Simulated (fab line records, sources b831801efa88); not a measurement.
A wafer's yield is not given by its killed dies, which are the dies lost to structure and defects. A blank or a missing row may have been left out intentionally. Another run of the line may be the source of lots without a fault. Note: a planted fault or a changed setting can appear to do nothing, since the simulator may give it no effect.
Struck lot and sound lot, side by side / flow sky130 / 17 out of 708 route steps
Sound: wafers L931.2, L931.3, L931.6. The struck wafers were L937.1, L937.2, L937.3. At the end, the cause is stated.
Per side, at each step with rows, come the tool, then ch with its chambers, and then its first start. Under that, the readings that differ: sound wafers / struck wafers / difference of the means / sigmas: that difference in standard deviations of wafers without a fault.
alike: readings with means less than 2 such deviations apart, plus words and numbers identical on both sides. not compared: withheld readings, readings lacking a value on some wafer, bounds such as >300 that could conceal the same value, and numbers that have no deviation in the record and whose values overlap.
The two part at a step that has a row with sigmas, a row that says differs or no value, or rows on one side only. Numbers that have no deviation but don't overlap get no sigmas and don't part them. Lack of a reading on every wafer of one side parts them only where that side has two or more wafers.

first, 1 step without rows for these wafers: SKY_VT_ADJUST_LVTN_IMPLANT_19.
SKY_VT_ADJUST_LVTN_STRIP_20: strips in O2/N2.
  sound on plasma_asher-01 ch 0,1, day 9 01:16; struck on plasma_asher-03 ch 0,1, day 10 16:29
  alike: chamber_pressure_mTorr, drypump_motor_current_A, oes_product_au, strip_time_to_endpoint_s
  not compared: rf_hours_counter_h
SKY_VT_ADJUST_LVTN_TW_MEAS_21:
  sound on film_metro-02 at day 9 01:23; struck on film_metro-02 at day 10 16:35
  alike: VT_ADJUST_LVTN_2_TW
then, 7 steps without rows for these wafers: SKY_VT_ADJUST_NCORE_DEHYDRATE_00 (time 60 s); SKY_VT_ADJUST_NCORE_HMDS_01 (prime time 60 s); SKY_VT_ADJUST_NCORE_COAT_02 (resist thk 1140 nm); SKY_VT_ADJUST_NCORE_SOFTBAKE_03 (time 60 s); SKY_VT_ADJUST_NCORE_EXPOSE_04 (exposes mask LVTN COMPLEMENT THIN, target cd 380 nm); SKY_VT_ADJUST_NCORE_PEB_05; SKY_VT_ADJUST_NCORE_DEVELOP_06 (develop time 58.67 s).
SKY_VT_ADJUST_NCORE_CD_MEAS_07 targets a cd of 380 nm.
  sound on cd_sem-02 at day 9 22:46; struck on cd_sem-01 at day 11 15:33
  alike: cd_nm
SKY_VT_ADJUST_NCORE_OVL_MEAS_08:
  sound on overlay-01 at day 9 22:52; struck on overlay-01 at day 11 15:40
  alike: VT_ADJUST_NCORE_OVL
SKY_VT_ADJUST_NCORE_IMPLANT_09:
  sound on implanter-02 ch 0, day 9 22:55; struck on implanter-02 ch 0, day 11 15:43
reading=beam_energy_keV; sound=9.9992 9.9989 10.003; struck=12.310 12.308 12.308; difference=+2.308; sigmas=+99 or more
reading=model.implant.rp_nm (nm); sound=34 34 34; struck=41.09 41.09 41.09; difference=+7.09; sigmas=
reading=model.implant.drp_nm (nm); sound=17.11 17.11 17.11; struck=19.86 19.86 19.86; difference=+2.75; sigmas=
SKY_VT_ADJUST_NCORE_STRIP_10: strips in O2/N2.
  sound on plasma_asher-03 ch 0,1, day 9 23:02; struck on plasma_asher-02 ch 0,1, day 11 15:52
  alike: chamber_pressure_mTorr, drypump_motor_current_A, oes_product_au, strip_time_to_endpoint_s
  not compared: rf_hours_counter_h
SKY_VT_ADJUST_NCORE_TW_MEAS_11:
  sound on film_metro-03 at day 9 23:09; struck on film_metro-04 at day 11 15:58
reading=VT_ADJUST_NCORE_TW; sound=217.5 216.7 215.7; struck=229.9 232.2 230.9; difference=+14.4; sigmas=+8
then, 1 step without rows for these wafers: SKY_VT_ADJUST_HVTR_DEHYDRATE_00 (time 60 s).
-- a jump in the record: the struck wafers' starts before and after are 37 days apart (it breaks off in module VT_ADJUST_HVTR and resumes in module PAD_OPEN, where the first step shown is number 708 of the route) --
SKY_PAD_OPEN_PROBE_99:
  sound on prober-01 at day 47 10:31; struck on prober-01 at day 48 10:33
reading=model.etest.nfet_16v.r_on_ohm_um; sound=1.401e+04 1.429e+04 1.408e+04; struck=1.485e+04 1.504e+04 1.498e+04; difference=+8.300e+02; sigmas=
reading=model.etest.res_pwell_under_gate.rs_ohm_sq; sound=2287 2261 2274; struck=2247 2259 2248; difference=-23; sigmas=
reading=model.etest.pfet_g5v0d10v5.off_log10_a_um; sound=-13.01 -13.02 -12.99; struck=-12.66 -12.6 -12.39; difference=+0.46; sigmas=
reading=model.etest.pfet_g5v0d10v5.vt_sat_v (V); sound=-0.6955 -0.6936 -0.6684; struck=-0.6335 -0.6256 -0.6115; difference=+0.0623; sigmas=
reading=model.etest.pfet_16v.vt_v (V); sound=-1.138 -1.155 -1.147; struck=-1.11 -1.121 -1.106; difference=+0.03; sigmas=
reading=model.etest.pfet_g5v0d10v5.vt_v (V); sound=-0.8919 -0.8912 -0.8624; struck=-0.8314 -0.8253 -0.8152; difference=+0.0579; sigmas=
reading=model.etest.pfet_g5v0d10v5.vt_long_v (V); sound=-0.965 -0.981 -0.9765; struck=-0.9399 -0.9508 -0.944; difference=+0.0293; sigmas=
reading=model.etest.nfet_16v.body_rise_v (V); sound=0.7074 0.7199 0.7137; struck=0.7364 0.7279 0.7395; difference=+0.0209; sigmas=
  alike: killed_at_M0_to_M3, killed_at_M4_up, killed_at_contacts, killed_at_front_end, killed_at_other, killed_dies, killed_open, killed_short

WHERE THEY PART
Last at SKY_VT_ADJUST_NCORE_TW_MEAS_11 as far as this record goes, first at SKY_VT_ADJUST_NCORE_IMPLANT_09. Later steps at which nothing parts them and some readings are alike: SKY_PAD_OPEN_PROBE_99.

WHY: the cause the simulator had injected
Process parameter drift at SKY_VT_ADJUST_NCORE_IMPLANT_09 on implanter-02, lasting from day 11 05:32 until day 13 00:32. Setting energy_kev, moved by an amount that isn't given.
